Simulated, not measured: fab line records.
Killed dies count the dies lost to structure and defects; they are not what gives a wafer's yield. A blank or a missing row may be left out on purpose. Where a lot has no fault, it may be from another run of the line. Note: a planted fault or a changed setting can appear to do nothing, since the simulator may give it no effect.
Chamber matching	flow sky130	SKY_VIA3_CMP_02 on cmp-02: 4 sister chambers
The step polishes SiO2. 4 wafers are shown with their chamber, then 9 later ones without.

== EACH WAFER AND ITS CHAMBER ==
wafer	chamber	motorCurrentA (A)
L318.1	1	11.8
L318.3	3	12.0
L321.4	0	11.7
L321.6	2	9.9

== WAFERS MISSING THEIR CHAMBER ==
wafer	motorCurrentA (A)
L324.2	10.9
L324.3	12.2
L324.4	9.2
L326.2	9.5
L326.4	12.0
L326.6	11.0
L329.3	9.9
L329.4	13.1
L329.5	11.0

== EACH ONE'S CHAMBER ==
wafer	from the rows above	in truth
L324.2	can't be placed: 0 or 1 or 2 or 3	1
L324.3	can't be placed: 3 or 1 or 0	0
L324.4	2	2
L326.2	2	2
L326.4	can't be placed: 3 or 1 or 0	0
L326.6	can't be placed: 0 or 1 or 3 or 2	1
L329.3	2	2
L329.4	can't be placed: 3 or 1 or 0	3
L329.5	can't be placed: 0 or 1 or 3 or 2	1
Correctly placed: 3 of 9. Not placeable from these rows: 6 (in 6, the candidates include the true chamber). Placed wrongly: 0.
How it was worked out, from the rows above alone: a wafer's distance from a chamber is the root of the sum, over the readings, of the square of ((its reading less the chamber's mean) divided by the reading's scatter). If the next closest chamber is less than 2 further off than the closest, the wafer can't be placed; otherwise it belongs to the closest. For every chamber, the mean is computed from those of its wafers that are shown. The scatter: root of mean squared gap, hidden wafer to nearest shown wafer, with one shown wafer a chamber.
